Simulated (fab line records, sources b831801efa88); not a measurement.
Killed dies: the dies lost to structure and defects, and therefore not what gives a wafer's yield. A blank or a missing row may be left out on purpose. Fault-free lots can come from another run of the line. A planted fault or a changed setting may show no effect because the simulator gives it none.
Which tool is to blame? || flow gf180mcu || 13 lots with 39 wafers sampled at 5 steps, on a route of 602 steps

== WHAT THE GAUGES READ, wafer by wafer ==
GF_DUAL_GATE_OVL_MEAS_11.
{"lot": "L823", "measured": "day 8 11:07", "on": "overlay-01", "DUAL_GATE_OVL (nm)": "1.5 -0.6 1.1"}
{"lot": "L825", "measured": "day 8 23:37", "on": "overlay-01", "DUAL_GATE_OVL (nm)": "3.0 -0.8 -0.2"}
{"lot": "L826", "measured": "day 9 05:14", "on": "overlay-02", "DUAL_GATE_OVL (nm)": "0.8 -0.8 1.1"}
{"lot": "L827", "measured": "day 9 12:01", "on": "overlay-02", "DUAL_GATE_OVL (nm)": "-0.9 -0.1 -0.9"}
{"lot": "L829", "measured": "day 10 00:53", "on": "overlay-02", "DUAL_GATE_OVL (nm)": "-0.2 0.5 0.4"}
{"lot": "L830", "measured": "day 10 10:04", "on": "overlay-01", "DUAL_GATE_OVL (nm)": "1.0 0.7 1.0"}
{"lot": "L834", "measured": "day 11 17:52", "on": "overlay-02", "DUAL_GATE_OVL (nm)": "-0.1 0.5 -0.6"}
{"lot": "L836", "measured": "day 12 04:18", "on": "overlay-01", "DUAL_GATE_OVL (nm)": "-0.1 1.2 1.9"}
{"lot": "L840", "measured": "day 13 11:07", "on": "overlay-01", "DUAL_GATE_OVL (nm)": "-1.2 -0.6 0.2"}
{"lot": "L841", "measured": "day 13 15:26", "on": "overlay-02", "DUAL_GATE_OVL (nm)": "0.6 2.2 2.5"}
{"lot": "L842", "measured": "day 13 21:31", "on": "overlay-02", "DUAL_GATE_OVL (nm)": "-2.7 -1.1 -2.4"}
{"lot": "L844", "measured": "day 14 13:23", "on": "overlay-02", "DUAL_GATE_OVL (nm)": "0.8 -0.9 -0.3"}
{"lot": "L846", "measured": "day 15 04:48", "on": "overlay-02", "DUAL_GATE_OVL (nm)": "0.0 0.1 1.3"}

GF_HV_LDD_OVL_MEAS_32.
{"lot": "L823", "measured": "day 11 16:41", "on": "overlay-02", "HV_LDD_02_OVL (nm)": "2.0 -0.2 -0.3"}
{"lot": "L825", "measured": "day 12 05:36", "on": "overlay-01", "HV_LDD_02_OVL (nm)": "-1.0 -1.1 0.5"}
{"lot": "L826", "measured": "day 12 10:42", "on": "overlay-02", "HV_LDD_02_OVL (nm)": "-0.7 -1.6 -0.1"}
{"lot": "L827", "measured": "day 12 20:55", "on": "overlay-01", "HV_LDD_02_OVL (nm)": "0.9 0.3 1.0"}
{"lot": "L829", "measured": "day 13 14:15", "on": "overlay-02", "HV_LDD_02_OVL (nm)": "-0.1 0.4 -0.9"}
{"lot": "L830", "measured": "day 13 23:29", "on": "overlay-02", "HV_LDD_02_OVL (nm)": "-1.4 -2.4 -0.3"}
{"lot": "L840", "measured": "day 17 09:13", "on": "overlay-02", "HV_LDD_02_OVL (nm)": "2.3 0.1 -1.3"}
{"lot": "L841", "measured": "day 17 17:32", "on": "overlay-02", "HV_LDD_02_OVL (nm)": "0.0 0.8 0.0"}
{"lot": "L842", "measured": "day 18 05:17", "on": "overlay-01", "HV_LDD_02_OVL (nm)": "1.5 2.4 2.0"}
{"lot": "L844", "measured": "day 18 13:40", "on": "overlay-02", "HV_LDD_02_OVL (nm)": "1.1 -1.3 -0.9"}
{"lot": "L846", "measured": "day 19 06:43", "on": "overlay-01", "HV_LDD_02_OVL (nm)": "-1.3 -0.1 -0.7"}

GF_NSD_CD_MEAS_07: target cd 400 nm.
{"lot": "L823", "measured": "day 13 11:18", "on": "cd_sem-01", "cd_nm (nm)": "395 399 397"}
{"lot": "L825", "measured": "day 14 00:45", "on": "cd_sem-01", "cd_nm (nm)": "391 393 392"}
{"lot": "L826", "measured": "day 14 06:39", "on": "cd_sem-01", "cd_nm (nm)": "403 403 405"}
{"lot": "L827", "measured": "day 14 15:41", "on": "cd_sem-01", "cd_nm (nm)": "396 399 398"}
{"lot": "L829", "measured": "day 15 10:40", "on": "cd_sem-01", "cd_nm (nm)": "398 400 399"}
{"lot": "L830", "measured": "day 15 20:42", "on": "cd_sem-01", "cd_nm (nm)": "400 399 400"}
{"lot": "L840", "measured": "day 19 13:34", "on": "cd_sem-01", "cd_nm (nm)": "398 400 399"}
{"lot": "L841", "measured": "day 19 19:53", "on": "cd_sem-01", "cd_nm (nm)": "401 401 403"}
{"lot": "L842", "measured": "day 20 10:01", "on": "cd_sem-02", "cd_nm (nm)": "396 399 398"}
{"lot": "L844", "measured": "day 20 18:15", "on": "cd_sem-01", "cd_nm (nm)": "396 397 396"}
{"lot": "L846", "measured": "day 21 10:45", "on": "cd_sem-02", "cd_nm (nm)": "395 396 395"}

== WHAT TOOL EACH LOT RAN ON (gives the tool, then ch and the chambers of the sampled wafers, and finally the start) ==
{"lot": "L823", "GF_POLY_GATE_ETCH_13": "rie_si-01 ch 1,2,3, day 9 08:32", "GF_POLY_GATE_STRIP_14": "plasma_asher-02 ch 0,1, day 9 08:35"}
{"lot": "L825", "GF_POLY_GATE_ETCH_13": "rie_si-02 ch 0,1,2, day 9 20:43", "GF_POLY_GATE_STRIP_14": "plasma_asher-01 ch 0,1, day 9 20:47"}
{"lot": "L826", "GF_POLY_GATE_ETCH_13": "rie_si-01 ch 1,2, day 10 02:02", "GF_POLY_GATE_STRIP_14": "plasma_asher-02 ch 0,1, day 10 02:07"}
{"lot": "L827", "GF_POLY_GATE_ETCH_13": "rie_si-01 ch 1,2, day 10 10:08", "GF_POLY_GATE_STRIP_14": "plasma_asher-04 ch 0,1, day 10 10:12"}
{"lot": "L829", "GF_POLY_GATE_ETCH_13": "rie_si-02 ch 0,1,2, day 10 23:41", "GF_POLY_GATE_STRIP_14": "plasma_asher-01 ch 0,1, day 10 23:46"}
{"lot": "L830", "GF_POLY_GATE_ETCH_13": "rie_si-01 ch 2,3, day 11 09:23", "GF_POLY_GATE_STRIP_14": "plasma_asher-02 ch 0,1, day 11 09:28"}
{"lot": "L834", "GF_POLY_GATE_ETCH_13": "rie_si-01 ch 2,3, day 12 16:39", "GF_POLY_GATE_STRIP_14": "plasma_asher-02 ch 0,1, day 12 16:42"}
{"lot": "L836", "GF_POLY_GATE_ETCH_13": "rie_si-01 ch 0,1, day 13 05:14", "GF_POLY_GATE_STRIP_14": "plasma_asher-01 ch 0,1, day 13 05:17"}
{"lot": "L840", "GF_POLY_GATE_ETCH_13": "rie_si-02 ch 1,2,3, day 14 13:16", "GF_POLY_GATE_STRIP_14": "plasma_asher-04 ch 0,1, day 14 13:21"}
{"lot": "L841", "GF_POLY_GATE_ETCH_13": "rie_si-02 ch 0,1,3, day 14 21:46", "GF_POLY_GATE_STRIP_14": "plasma_asher-02 ch 0,1, day 14 21:51"}
{"lot": "L842", "GF_POLY_GATE_ETCH_13": "rie_si-02 ch 0,3, day 15 05:49", "GF_POLY_GATE_STRIP_14": "plasma_asher-04 ch 0,1, day 15 05:53"}
{"lot": "L844", "GF_POLY_GATE_ETCH_13": "rie_si-02 ch 1,2, day 15 14:53", "GF_POLY_GATE_STRIP_14": "plasma_asher-02 ch 0,1, day 15 14:56"}
{"lot": "L846", "GF_POLY_GATE_ETCH_13": "rie_si-01 ch 1,2,3, day 16 06:35", "GF_POLY_GATE_STRIP_14": "plasma_asher-02 ch 0,1, day 16 06:38"}
- GF_POLY_GATE_ETCH_13: etches poly-Si in HBr/Cl2, stops on SiO2, target depth 198.5 nm, time 69.6 s.
- GF_POLY_GATE_STRIP_14: strips in O2/N2.

== WHAT THE TOOLS THEMSELVES READ (means of the sampled wafers that have a number; where no wafer has one, the mark that the record gives instead) ==
GF_POLY_GATE_ETCH_13.
{"lot": "L823", "tool": "rie_si-01", "drypump_motor_current_A (A)": 5.76, "oes_product_au (a.u.)": 0.992, "throttle_valve_pct (%)": 33.688}
{"lot": "L825", "tool": "rie_si-02", "drypump_motor_current_A (A)": 5.64, "oes_product_au (a.u.)": 0.974, "throttle_valve_pct (%)": 33.684}
{"lot": "L826", "tool": "rie_si-01", "drypump_motor_current_A (A)": 5.70, "oes_product_au (a.u.)": 0.986, "throttle_valve_pct (%)": 33.688}
{"lot": "L827", "tool": "rie_si-01", "drypump_motor_current_A (A)": 5.69, "oes_product_au (a.u.)": 0.991, "throttle_valve_pct (%)": 33.681}
{"lot": "L829", "tool": "rie_si-02", "drypump_motor_current_A (A)": 5.62, "oes_product_au (a.u.)": 0.977, "throttle_valve_pct (%)": 33.686}
{"lot": "L830", "tool": "rie_si-01", "drypump_motor_current_A (A)": 5.87, "oes_product_au (a.u.)": 0.997, "throttle_valve_pct (%)": 33.683}
{"lot": "L834", "tool": "rie_si-01", "drypump_motor_current_A (A)": 5.85, "oes_product_au (a.u.)": 0.705, "throttle_valve_pct (%)": 33.694}
{"lot": "L836", "tool": "rie_si-01", "drypump_motor_current_A (A)": 5.89, "oes_product_au (a.u.)": 0.713, "throttle_valve_pct (%)": 33.685}
{"lot": "L840", "tool": "rie_si-02", "drypump_motor_current_A (A)": 5.70, "oes_product_au (a.u.)": 0.989, "throttle_valve_pct (%)": 33.685}
{"lot": "L841", "tool": "rie_si-02", "drypump_motor_current_A (A)": 5.63, "oes_product_au (a.u.)": 0.981, "throttle_valve_pct (%)": 33.683}
{"lot": "L842", "tool": "rie_si-02", "drypump_motor_current_A (A)": 5.73, "oes_product_au (a.u.)": 0.994, "throttle_valve_pct (%)": 33.678}
{"lot": "L844", "tool": "rie_si-02", "drypump_motor_current_A (A)": 5.52, "oes_product_au (a.u.)": 0.998, "throttle_valve_pct (%)": 33.696}
{"lot": "L846", "tool": "rie_si-01", "drypump_motor_current_A (A)": 5.78, "oes_product_au (a.u.)": 0.989, "throttle_valve_pct (%)": 33.679}

GF_POLY_GATE_STRIP_14.
{"lot": "L823", "tool": "plasma_asher-02", "drypump_motor_current_A (A)": 5.4, "heater_power_w (W)": 356, "oes_product_au (a.u.)": 0.506}
{"lot": "L825", "tool": "plasma_asher-01", "drypump_motor_current_A (A)": 6.0, "heater_power_w (W)": 366, "oes_product_au (a.u.)": 0.506}
{"lot": "L826", "tool": "plasma_asher-02", "drypump_motor_current_A (A)": 5.4, "heater_power_w (W)": 364, "oes_product_au (a.u.)": 0.507}
{"lot": "L827", "tool": "plasma_asher-04", "drypump_motor_current_A (A)": 5.7, "heater_power_w (W)": 404, "oes_product_au (a.u.)": 0.508}
{"lot": "L829", "tool": "plasma_asher-01", "drypump_motor_current_A (A)": 5.8, "heater_power_w (W)": 354, "oes_product_au (a.u.)": 0.503}
{"lot": "L830", "tool": "plasma_asher-02", "drypump_motor_current_A (A)": 5.4, "heater_power_w (W)": 358, "oes_product_au (a.u.)": 0.506}
{"lot": "L834", "tool": "plasma_asher-02", "drypump_motor_current_A (A)": 5.4, "heater_power_w (W)": 362, "oes_product_au (a.u.)": 0.516}
{"lot": "L836", "tool": "plasma_asher-01", "drypump_motor_current_A (A)": 5.8, "heater_power_w (W)": 360, "oes_product_au (a.u.)": 0.523}
{"lot": "L840", "tool": "plasma_asher-04", "drypump_motor_current_A (A)": 5.3, "heater_power_w (W)": 396, "oes_product_au (a.u.)": 0.506}
{"lot": "L841", "tool": "plasma_asher-02", "drypump_motor_current_A (A)": 5.4, "heater_power_w (W)": 358, "oes_product_au (a.u.)": 0.504}
{"lot": "L842", "tool": "plasma_asher-04", "drypump_motor_current_A (A)": 5.3, "heater_power_w (W)": 396, "oes_product_au (a.u.)": 0.506}
{"lot": "L844", "tool": "plasma_asher-02", "drypump_motor_current_A (A)": 5.4, "heater_power_w (W)": 358, "oes_product_au (a.u.)": 0.506}
{"lot": "L846", "tool": "plasma_asher-02", "drypump_motor_current_A (A)": 5.8, "heater_power_w (W)": 374, "oes_product_au (a.u.)": 0.505}

== THE ANSWER, worked out from the rows above alone ==
Rule: the lots themselves supply what counts as usual. The widest of any qualifying gaps counts: lots, ordered by their means at a reading, are off when they make up no more than a third of the lots, leave a main group of 4 or more, and stand apart from it by 3 or more times the standard deviation of that group's means. Not used: any main group whose means are identical at the precision the tables above print for the reading. A lot without any number at a reading at which 4 lots or more have one is off too. Where the step has rows for the other lots, those lots are counted as sound. The gauges are gone through in route order, then the tools' own readings, and for those a lot's mean is taken as printed above. At the first step where some lot is off, the reading lying furthest off is the one used; lots without a number count as furthest.
Off: L834, L836 (GF_POLY_GATE_ETCH_13, oes_product_au). Main group: mean 0.988 a.u., sd 0.0075.
A tool fits if, at that step or a process step before it, it ran every lot that is off, and no sound lot after the first of them. No candidate that was tried fits.

== WHAT THE SIMULATOR PUT IN ==
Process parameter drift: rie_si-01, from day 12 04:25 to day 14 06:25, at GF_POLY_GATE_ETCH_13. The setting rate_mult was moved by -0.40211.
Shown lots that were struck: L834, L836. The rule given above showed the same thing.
